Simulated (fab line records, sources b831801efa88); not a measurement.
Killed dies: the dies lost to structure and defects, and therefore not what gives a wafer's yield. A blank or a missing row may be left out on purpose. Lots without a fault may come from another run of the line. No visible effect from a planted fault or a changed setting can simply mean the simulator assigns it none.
Which tool did it? | flow gf180mcu | 18 wafers from 6 lots sampled at 3 of the route's 602 steps

## WHAT THE GAUGES READ, wafer by wafer
GF_PSD_OVL_MEAS_08.
lot  | measured     | on         | PSD_OVL (nm)
L340 | day 14 15:31 | overlay-01 | 0.3 0.0 0.9
L345 | day 16 09:34 | overlay-02 | 0.9 0.3 0.0
L347 | day 17 01:19 | overlay-02 | 0.4 -0.7 -0.5
L354 | day 20 03:28 | overlay-02 | -1.2 0.9 1.7
L356 | day 20 19:50 | overlay-02 | 0.0 0.4 -0.7
L358 | day 21 13:19 | overlay-02 | -0.9 -0.4 -0.3

## WHAT TOOL EACH LOT RAN ON (gives the tool, then ch and the chambers of the sampled wafers, and finally the start)
lot  | GF_STI_ETCH_13                    | GF_STI_STRIP_15
L340 | rie diel-01 ch 0,1, day 2 07:23   | plasma asher-01 ch 0,1, day 2 07:34
L345 | rie diel-04 ch 0,2,3, day 3 08:10 | plasma asher-01 ch 0,1, day 3 08:22
L347 | rie diel-02 ch 1,2, day 3 20:28   | plasma asher-04 ch 0,1, day 3 20:37
L354 | rie diel-04 ch 0,3, day 5 07:01   | plasma asher-04 ch 0,1, day 5 07:13
L356 | rie diel-01 ch 1,3, day 5 17:41   | plasma asher-02 ch 1, day 5 17:50
L358 | rie diel-02 ch 0,2,3, day 6 04:01 | plasma asher-02 ch 0,1, day 6 04:10
- GF_STI_ETCH_13: etches the open film in CHF3/O2, stops on Si, target depth 282.31 nm, time 112.9 s.
- GF_STI_STRIP_15: strips in O2/N2.

## THE ANSWER, worked out from the rows above alone
Rule: the usual values come from the lots themselves. Put in order of their means at a reading, lots are off if they are a third of the lots or fewer, leave a main group of 4 or more, and stand apart from it by a gap of 3 or more times the standard deviation of the main group's means; of several such gaps the widest counts. A main group whose means are all the same, to the digits that the tables above print for the reading, isn't used. Also off: a lot with no number at a reading for which 4 or more lots have one. All remaining lots with rows at the step are treated as sound.
None of the lots is off at any reading shown; this tells nothing.

## WHAT HAD BEEN PUT IN BY THE SIMULATOR
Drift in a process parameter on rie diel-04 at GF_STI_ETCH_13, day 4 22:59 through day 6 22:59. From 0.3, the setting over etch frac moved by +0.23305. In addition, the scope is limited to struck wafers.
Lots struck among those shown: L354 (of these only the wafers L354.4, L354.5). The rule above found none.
